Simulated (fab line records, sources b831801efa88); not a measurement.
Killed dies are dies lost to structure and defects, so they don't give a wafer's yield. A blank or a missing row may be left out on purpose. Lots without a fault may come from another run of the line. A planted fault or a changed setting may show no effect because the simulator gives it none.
fab line records | flow sfq_line
record lots=13 wafers=39 last_day=88
route steps=325 shown I0@44 M3@129
lots that met no fault: from a run of the same line without faults
start_h: hours from the record's first day to the start of the lot's first wafer shown | wait_h: hours since the lot's step before | " the same as in the row above | L1.1+2: a row that stands for several wafers | - no value, or no start given | * or withheld: withheld | < > ~ a bound
route shown NAME@n: a module of which the file shows steps, and the number in the route of the first | usual: mean/standard deviation of fault-free wafers | same: alike in all rows | chamber/n: place in a boat | sites: the reading at each site | _std_site: their standard deviation | _edge_site: outer sites' mean less inner sites' | radius_mm: how far each site lies from the wafer's centre | mask NAME#n: copy n | behind: the tool/chamber that last shaped the wafer | hold: why the lot was held/for how many hours/how that ended | device: the transistor (n, p or np) that didn't switch | end of line: the same wafers' tests at the end of the route | a step without rows: its recipe alone | killed: dies lost to structure and defects at the first sort, not the wafer's yield | map: a wafer's dies, x killed, . not, _ none there
set.NAME: the setting as run; set.NAME@STEP: as run at that earlier step | model.NAME: the simulator's own value behind a step, which no gauge read
steps of the route over a sample of lots; a table a step, a row a wafer
services: from which hour (start_h, from the record's first day; less than 0 if before it) a tool's chamber was out of use, for how many hours, and why
## steps
# step SFQ_TRILAYER_I0_CMP_CMP_028
# recipe material=SiO2 down_force_psi=3 platen_rpm=60 pad_velocity_m_s=0.94248
# usual motor_current_A=10.1/1 time_to_endpoint_s=215/6.5
# columns lot.wafer tool chamber start_h wait_h motor_current_A time_to_endpoint_s
L709.1 cmp-02 3 265.26 0.1 9.0 218
L709.4 " 0 " " 9.4 233
L709.5 " 0 267.76 2.6 9.2 221
L710.3 cmp-01 1 275.91 0.5 8.6 211
L710.1 " 3 276.91 1.5 11.9 207
L710.5 " 0 " " 11.1 210
L712.4 cmp-02 0 302.06 0.0 9.5 221
L712.3 " 3 303.56 1.5 9.0 207
L712.6 " 1 304.56 2.5 10.1 211
L714.3 cmp-02 2 315.26 0.0 10.7 210
L714.2 " 0 316.26 1.0 9.6 216
L714.5 " 2 317.26 2.0 10.3 220
L716.2 cmp-02 0 338.47 5.3 9.6 202
L716.1 " 2 339.47 6.3 10.4 221
L716.6 " 3 " " 8.9 223
L718.3 cmp-01 0 353.31 2.2 10.7 218
L718.4 " 1 " " 8.4 222
L718.6 " 1 355.81 4.6 9.0 214
L726.2 cmp-02 2 413.30 2.4 10.6 212
L726.4 " 3 " " 8.9 218
L726.1 " 0 " " 9.6 222
L727.3 cmp-02 0 433.36 5.6 9.3 208
L727.2 " 2 434.36 6.6 11.0 211
L727.6 " 0 435.36 7.6 9.8 215
L728.3 cmp-02 0 440.86 3.7 10.2 218
L728.5 " 1 " " 10.5 218
L728.6 " 2 " " 9.8 221
L729.2 cmp-02 0 442.89 2.3 9.3 213
L729.1 " 2 443.97 3.4 11.1 217
L729.5 " 3 " " 8.8 213
L730.3 cmp-02 2 452.59 1.1 10.6 215
L730.2 " 3 " " 8.7 206
L730.6 " 0 " " 9.5 219
L731.2 cmp-02 0 472.62 0.9 9.6 219
L731.1 " 1 " " 10.3 210
L731.4 " 2 " " 10.1 213
L732.2 cmp-01 3 479.48 0.5 11.7 211
L732.1 " 0 " " 11.4 211
L732.5 " 2 480.98 2.0 10.0 215
# step SFQ_TRILAYER_I0_METRO_MEASURE_029
# usual thk_nm=200.4/0.86
# columns lot.wafer tool chamber start_h wait_h thk_nm
L709.1 film_metro-01 - 268.38 0.1 202.5
L709.4 " - " " 201.6
L709.5 " - " " 201.8
L710.1 film_metro-04 - 278.53 0.1 201.0
L710.3 " - " " 200.4
L710.5 " - " " 201.4
L712.3 film_metro-01 - 305.58 0.5 200.3
L712.4 " - " " 199.8
L712.6 " - " " 200.3
L714.2 film_metro-01 - 318.58 0.3 199.7
L714.3 " - " " 199.9
L714.5 " - " " 200.2
L716.1 film_metro-04 - 341.09 0.1 198.3
L716.2 " - " " 214.1
L716.6 " - " " 213.5
L718.3 film_metro-04 - 356.83 0.5 201.0
L718.4 " - " " 200.8
L718.6 " - " " 200.0
L726.1 film_metro-01 - 416.12 0.1 200.4
L726.2 " - " " 200.9
L726.4 " - " " 200.3
L727.2 film_metro-02 - 436.68 0.3 201.4
L727.3 " - " " 200.4
L727.6 " - " " 201.2
L728.3 film_metro-04 - 442.88 0.5 200.1
L728.5 " - " " 200.1
L728.6 " - " " 200.2
L729.1 film_metro-02 - 445.71 0.1 202.6
L729.2 " - " " 202.7
L729.5 " - " " 201.4
L730.2 film_metro-01 - 454.91 0.3 200.9
L730.3 " - " " 200.1
L730.6 " - " " 200.8
L731.1 film_metro-01 - 475.74 0.1 200.0
L731.2 " - " " 201.0
L731.4 " - " " 199.7
L732.1 film_metro-02 - 482.10 0.1 200.8
L732.2 " - " " 200.5
L732.5 " - " " 200.7
# step SFQ_TRILAYER_I0_VIA_ETCH_VIA_ETCH_034
# recipe target=SiO2 stop_on=Nb mask_material=PR taper_deg=20 chemistry=CHF3 target_depth_nm=260 source_w=500 bias_w=80 pressure_mtorr=30 time_s=withheld
# usual drypump_motor_current_A=5.7/0.45 oes_product_au=0.856/0.0055
# columns lot.wafer tool chamber start_h wait_h drypump_motor_current_A oes_product_au
L709.1 rie_diel-02 1 391.82 0.0 5.2 0.860
L709.4 " 3 " " 5.7 0.861
L709.5 " 0 " " 5.8 0.859
L710.1 rie_diel-02 3 400.22 0.0 5.7 0.869
L710.3 " 1 " " 5.2 0.852
L710.5 " 0 " " 5.9 0.859
L712.3 rie_diel-03 3 432.39 0.0 5.9 0.849
L712.4 " 2 " " 5.2 0.854
L712.6 " 3 " " 5.9 0.858
L714.2 rie_diel-03 3 452.65 0.0 5.9 0.843
L714.3 " 2 " " 5.3 0.857
L714.5 " 0 " " 6.3 0.856
L716.1 rie_diel-03 2 479.18 0.0 5.3 0.848
L716.2 " 1 " " 6.5 0.880
L716.6 " 3 " " 5.9 0.882
L718.3 rie_diel-02 0 495.98 0.0 5.8 0.862
L718.4 " 0 " " 5.9 0.867
L718.6 " 2 " " 5.3 0.850
L726.1 rie_diel-02 3 575.58 0.0 5.7 0.856
L726.2 " 0 " " 5.9 0.858
L726.4 " 2 " " 5.4 0.854
L727.2 rie_diel-02 1 589.25 0.0 5.2 0.854
L727.3 " 0 " " 5.9 0.857
L727.6 " 0 " " 5.8 0.860
L728.3 rie_diel-02 0 596.45 0.0 5.9 0.858
L728.5 " 3 " " 5.7 0.857
L728.6 " 2 " " 5.3 0.851
L729.1 rie_diel-02 3 600.05 0.0 5.7 0.866
L729.2 " 0 " " 5.8 0.861
L729.5 " 2 " " 5.3 0.859
L730.2 rie_diel-04 1 609.65 0.0 5.3 0.856
L730.3 " 3 " " 6.6 0.847
L730.6 " 0 " " 5.4 0.856
L731.1 rie_diel-03 3 624.05 0.0 5.9 0.847
L731.2 " 2 " " 5.3 0.853
L731.4 " 1 " " 6.5 0.845
L732.1 rie_diel-03 2 630.58 0.0 5.2 0.857
L732.2 " 1 " " 6.6 0.851
L732.5 " 1 " " 6.6 0.853
# step SFQ_TRILAYER_I0_VIA_STRIP_STRIP_035
# recipe gas=O2 power_w=200 platen_temp_c=40 overash_fraction=0.65 chemistry=O2 pressure_mtorr=50
# usual drypump_motor_current_A=5.7/0.31 oes_product_au=1.003/0.0095 platen_temp_c=40.01/0.11
# columns lot.wafer tool chamber start_h wait_h drypump_motor_current_A oes_product_au platen_temp_c rf_hours_counter_h
L709.1 rie_metal-01 0 391.93 - 5.6 0.991 39.88 150
L709.4 " 1 " " 5.6 0.990 40.21 -
L709.5 " 1 " " 5.6 0.997 40.09 -
L710.1 rie_metal-02 0 400.33 - 5.7 1.011 40.00 100
L710.3 " 0 " " 5.7 1.018 40.10 -
L710.5 " 0 " " 5.7 1.010 40.10 -
L712.3 rie_metal-01 0 432.70 - 5.6 0.996 39.99 -
L712.4 " 1 " " 5.6 0.990 40.09 -
L712.6 " 1 " " 5.6 0.987 39.96 -
L714.2 rie_metal-02 1 452.77 - 5.4 0.986 39.98 10
L714.3 " 1 " " 5.4 0.985 40.12 -
L714.5 " 0 " " 5.7 1.013 40.14 -
L716.1 rie_metal-03 1 479.29 - 6.0 1.000 39.95 66
L716.2 " 0 " " 6.4 0.999 39.87 142
L716.6 " 1 " " 6.0 0.989 40.06 -
L718.3 rie_metal-01 1 496.49 - 5.6 0.996 39.99 -
L718.4 " 1 " " 5.6 0.995 40.31 -
L718.6 " 1 " " 5.6 1.005 40.22 -
L726.1 rie_metal-02 0 575.69 - 5.7 1.007 40.03 121
L726.2 " 1 " " 5.4 1.011 40.03 24
L726.4 " 0 " " 5.7 1.012 39.96 -
L727.2 rie_metal-03 0 589.37 - 6.4 0.997 39.86 4
L727.3 " 1 " " 6.0 1.019 39.93 -
L727.6 " 0 " " 6.4 0.999 40.08 -
L728.3 rie_metal-03 1 596.77 - 6.0 1.005 40.12 -
L728.5 " 1 " " 6.0 1.010 40.05 -
L728.6 " 0 " " 6.5 0.983 40.11 -
L729.1 rie_metal-01 1 600.17 - 5.6 1.001 39.92 101
L729.2 " 0 " " 5.6 1.003 39.84 13
L729.5 " 0 " " 5.6 1.010 39.92 -
L730.2 rie_metal-01 1 609.77 - 5.6 1.016 39.87 103
L730.3 " 1 " " 5.6 1.000 39.81 -
L730.6 " 1 " " 5.6 1.008 39.95 -
L731.1 rie_metal-02 0 624.17 - 5.7 1.004 40.05 129
L731.2 " 1 " " 5.4 1.017 40.18 31
L731.4 " 0 " " 5.7 1.016 39.86 -
L732.1 rie_metal-01 0 630.69 - 5.6 1.000 40.04 19
L732.2 " 1 " " 5.6 1.009 39.97 108
L732.5 " 0 " " 5.6 0.996 40.16 -
# step SFQ_TRILAYER_M3_BARC_OPEN_METAL_ETCH_100
# recipe mask_material=PR chemistry=O2 target_depth_nm=125 target=BARC icp_w=600 bias_w=80 pressure_mtorr=10 time_s=41.7
# usual drypump_motor_current_A=5.90/0.25 oes_product_au=0.685/0.0042
# columns lot.wafer tool chamber start_h wait_h drypump_motor_current_A oes_product_au rf_hours_counter_h
L709.1 rie_metal-04 1 854.01 0.0 5.93 0.686 128
L709.4 " 1 " " 5.92 0.688 -
L709.5 " 1 " " 5.91 0.688 -
L710.1 rie_metal-03 1 916.64 0.0 6.01 0.686 119
L710.3 " 0 " " 6.45 0.684 -
L710.5 " 0 " " 6.44 0.688 -
L712.3 rie_metal-04 0 921.44 0.0 5.77 0.685 -
L712.4 " 1 " " 5.92 0.685 -
L712.6 " 0 " " 5.79 0.690 -
L714.2 rie_metal-04 0 1080.57 0.0 5.78 0.690 29
L714.3 " 0 " " 5.79 0.688 -
L714.5 " 0 " " 5.78 0.687 -
L716.1 rie_metal-03 0 1097.37 0.0 6.40 0.686 73
L716.2 " 1 " " 6.02 0.687 13
L716.6 " 0 " " 6.44 0.690 -
L718.3 rie_metal-03 0 1110.59 0.0 6.48 0.683 -
L718.4 " 1 " " 6.03 0.688 -
L718.6 " 0 " " 6.46 0.691 -
L726.1 rie_metal-04 0 1144.29 0.0 5.78 0.693 38
L726.2 " 1 " " 5.95 0.685 29
L726.4 " 1 " " 5.96 0.682 -
L727.2 rie_metal-04 1 1227.14 0.0 5.92 0.683 46
L727.3 " 0 " " 5.80 0.687 -
L727.6 " 1 " " 5.93 0.673 -
L728.3 rie_metal-03 0 1246.28 0.0 6.43 0.684 -
L728.5 " 1 " " 6.03 0.681 -
L728.6 " 0 " " 6.45 0.683 -
L729.1 rie_metal-04 0 1251.06 0.0 5.79 0.691 58
L729.2 " 0 " " 5.78 0.690 -
L729.5 " 0 " " 5.78 0.692 -
L730.2 rie_metal-01 0 1257.08 0.0 5.57 0.679 -
L730.3 " 0 " " 5.60 0.694 -
L730.6 " 0 " " 5.59 0.685 -
L731.1 rie_metal-04 1 1258.26 0.0 5.95 0.684 50
L731.2 " 0 " " 5.78 0.686 60
L731.4 " 1 " " 5.93 0.683 -
L732.1 rie_metal-04 1 1263.06 0.0 5.95 0.690 51
L732.2 " 0 " " 5.80 0.683 61
L732.5 " 1 " " 5.95 0.675 -
# step SFQ_TRILAYER_M3_STRIP_STRIP_079
# recipe gas=O2 power_w=200 platen_temp_c=40 overash_fraction=0.65 chemistry=O2 pressure_mtorr=50
# usual drypump_motor_current_A=5.89/0.24 oes_product_au=1.000/0.0094 platen_temp_c=40.00/0.12
# columns lot.wafer tool chamber start_h wait_h drypump_motor_current_A oes_product_au platen_temp_c rf_hours_counter_h
L709.1 rie_metal-04 1 854.38 0.2 5.91 1.003 39.99 129
L709.4 " 1 " " 5.91 1.004 40.07 -
L709.5 " 1 " " 5.93 1.005 40.15 -
L710.1 rie_metal-03 1 916.82 0.1 6.02 1.008 39.87 119
L710.3 " 0 " " 6.45 0.998 40.05 -
L710.5 " 0 " " 6.49 0.986 39.89 -
L712.3 rie_metal-04 0 921.81 0.2 5.80 0.996 40.08 -
L712.4 " 1 " " 5.92 1.000 39.95 -
L712.6 " 0 " " 5.79 1.001 40.06 -
L714.2 rie_metal-04 0 1080.75 0.1 5.79 0.987 39.92 29
L714.3 " 0 " " 5.79 0.998 40.05 -
L714.5 " 0 " " 5.78 1.004 39.91 -
L716.1 rie_metal-03 0 1097.61 0.1 6.49 0.994 40.01 73
L716.2 " 1 " " 6.01 1.023 40.07 13
L716.6 " 0 " " 6.42 0.986 39.83 -
L718.3 rie_metal-03 0 1110.95 0.2 6.42 0.986 39.97 -
L718.4 " 1 " " 6.02 1.005 39.98 -
L718.6 " 0 " " 6.40 0.993 39.86 -
L726.1 rie_metal-04 0 1144.48 0.1 5.79 1.011 39.93 38
L726.2 " 1 " " 5.93 1.002 39.98 30
L726.4 " 1 " " 5.92 0.986 39.90 -
L727.2 rie_metal-04 1 1227.33 0.1 5.90 0.997 40.11 46
L727.3 " 0 " " 5.78 1.006 40.01 -
L727.6 " 1 " " 5.91 1.001 40.02 -
L728.3 rie_metal-03 0 1246.65 0.2 6.43 0.980 39.99 -
L728.5 " 1 " " 6.01 1.008 40.00 -
L728.6 " 0 " " 6.48 0.982 40.07 -
L729.1 rie_metal-04 0 1251.43 0.2 5.79 0.994 40.06 58
L729.2 " 0 " " 5.76 0.996 40.10 -
L729.5 " 0 " " 5.79 1.009 40.08 -
L730.2 rie_metal-01 0 1257.63 0.4 5.59 0.996 40.12 -
L730.3 " 0 " " 5.59 0.998 39.93 -
L730.6 " 0 " " 5.58 1.000 39.96 -
L731.1 rie_metal-04 1 1258.45 0.1 5.94 0.997 40.06 50
L731.2 " 0 " " 5.80 0.990 40.16 60
L731.4 " 1 " " 5.93 0.995 40.04 -
L732.1 rie_metal-04 1 1263.25 0.1 5.91 1.000 39.99 51
L732.2 " 0 " " 5.79 0.997 40.00 61
L732.5 " 1 " " 5.96 1.003 39.97 -
## services
# columns tool chamber start_h hours kind
rie_metal-03 - 243.90 2.8 pm
rie_metal-04 - 245.40 15.6 pm
cmp-02 - 343.62 0.7 repair
rie_metal-04 - 363.64 0.2 repair
cmp-02 - 373.48 6.4 repair
cmp-02 - 408.77 4.0 pm
cmp-02 - 421.38 0.5 repair
rie_metal-04 0 473.65 6.4 repair
cmp-02 - 516.61 4.5 pm
cmp-02 - 521.12 7.0 pm
cmp-02 - 585.17 2.7 repair
cmp-02 - 597.60 1.5 repair
rie_metal-04 - 623.98 1.4 pm
rie_metal-03 1 698.95 24.6 repair
rie_metal-04 0 793.62 7.3 repair
rie_metal-04 - 828.27 1.7 repair
rie_metal-04 1 861.26 5.8 repair
rie_metal-04 - 915.31 2.8 pm
rie_metal-03 - 966.01 0.3 repair
rie_metal-03 1 1048.59 3.9 repair
rie_metal-04 1 1059.76 7.1 repair
rie_metal-04 - 1082.37 1.4 repair
rie_metal-03 1 1186.07 1.7 repair
rie_metal-04 1 1246.41 6.7 repair
## key
first_sign step=SFQ_TRILAYER_I0_METRO_MEASURE_029 reading=thk_nm direction=up sigmas=16 usual=200.4 struck=213.8
effect step=SFQ_TRILAYER_I0_VIA_ETCH_VIA_ETCH_034 reading=oes_product_au direction=up sigmas=4.6 usual=0.856 struck=0.881
met_at SFQ_TRILAYER_I0_CMP_CMP_028
struck_lots L716
struck_wafers L716.2,L716.6
not_acting_at SFQ_TRILAYER_I0_VIA_STRIP_STRIP_035,SFQ_TRILAYER_M3_BARC_OPEN_METAL_ETCH_100,SFQ_TRILAYER_M3_STRIP_STRIP_079
onset_between 315.26 338.47
fault kind=process_parameter_drift tool=cmp-02 chamber=- onset_h=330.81 steps=SFQ_TRILAYER_I0_CMP_CMP_028 channel=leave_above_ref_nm offset=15 shape=step end_h=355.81 scope=struck_wafers_only acts_in=these_recipes_only stated=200
